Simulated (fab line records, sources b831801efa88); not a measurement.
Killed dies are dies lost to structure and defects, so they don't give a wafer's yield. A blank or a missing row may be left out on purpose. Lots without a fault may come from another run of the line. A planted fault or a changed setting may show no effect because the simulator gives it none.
Chamber matching | flow gf180mcu | GF_V4_CMP_26 on cmp-02: 4 sister chambers
The step polishes, stops on SiO2, t overpolish 15 s, target thk 0 nm. 8 wafers are shown with their chamber, then 12 later ones without.

WAFERS WITH THEIR CHAMBER
wafer  | chamber | motor_current_A (A) | time_to_endpoint_s (s)
L084.1 | 1       | 10.2                | 87
L086.5 | 0       | 10.7                | 84
L087.3 | 0       | 10.9                | 85
L088.5 | 2       | 11.9                | 87
L088.6 | 3       | 13.3                | 87
L090.1 | 1       | 10.2                | 91
L090.3 | 3       | 13.5                | 88
L090.4 | 2       | 11.7                | 87

WAFERS WITHOUT THEIR CHAMBER
wafer  | motor_current_A (A) | time_to_endpoint_s (s)
L091.1 | 13.5                | 92
L091.3 | 11.0                | 87
L091.6 | 11.3                | 89
L092.3 | 10.1                | 91
L092.5 | 10.7                | 88
L092.6 | 13.0                | 95
L093.1 | 11.8                | 91
L093.5 | 13.7                | 91
L093.6 | 10.6                | 79
L095.1 | 10.8                | 91
L095.3 | 11.7                | 88
L095.5 | 13.4                | 92

WHICH CHAMBER EACH WENT THROUGH
wafer  | from the rows above     | in truth
L091.1 | 3                       | 3
L091.3 | 0                       | 0
L091.6 | can't be placed: 2 or 0 | 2
L092.3 | 1                       | 1
L092.5 | can't be placed: 0 or 1 | 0
L092.6 | 3                       | 3
L093.1 | 2                       | 2
L093.5 | 3                       | 3
L093.6 | 0                       | 0
L095.1 | can't be placed: 0 or 1 | 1
L095.3 | 2                       | 2
L095.5 | 3                       | 3
Placed correctly: 9 of 12. Can't be placed from these rows: 3 (the true chamber is among the candidates in 3). Placed wrongly: 0.
How it was worked out, from the rows above alone: a wafer's distance from a chamber is the root of the sum, over the readings, of the square of ((its reading less the chamber's mean) divided by the reading's scatter). The wafer belongs to the nearest chamber; if the next one is less than 2 further off, it can't be placed. A chamber's mean is the mean of its shown wafers. The scatter: the root of (the sum of the squares of (reading less its chamber's mean) over the shown wafers, divided by (wafers less chambers)).
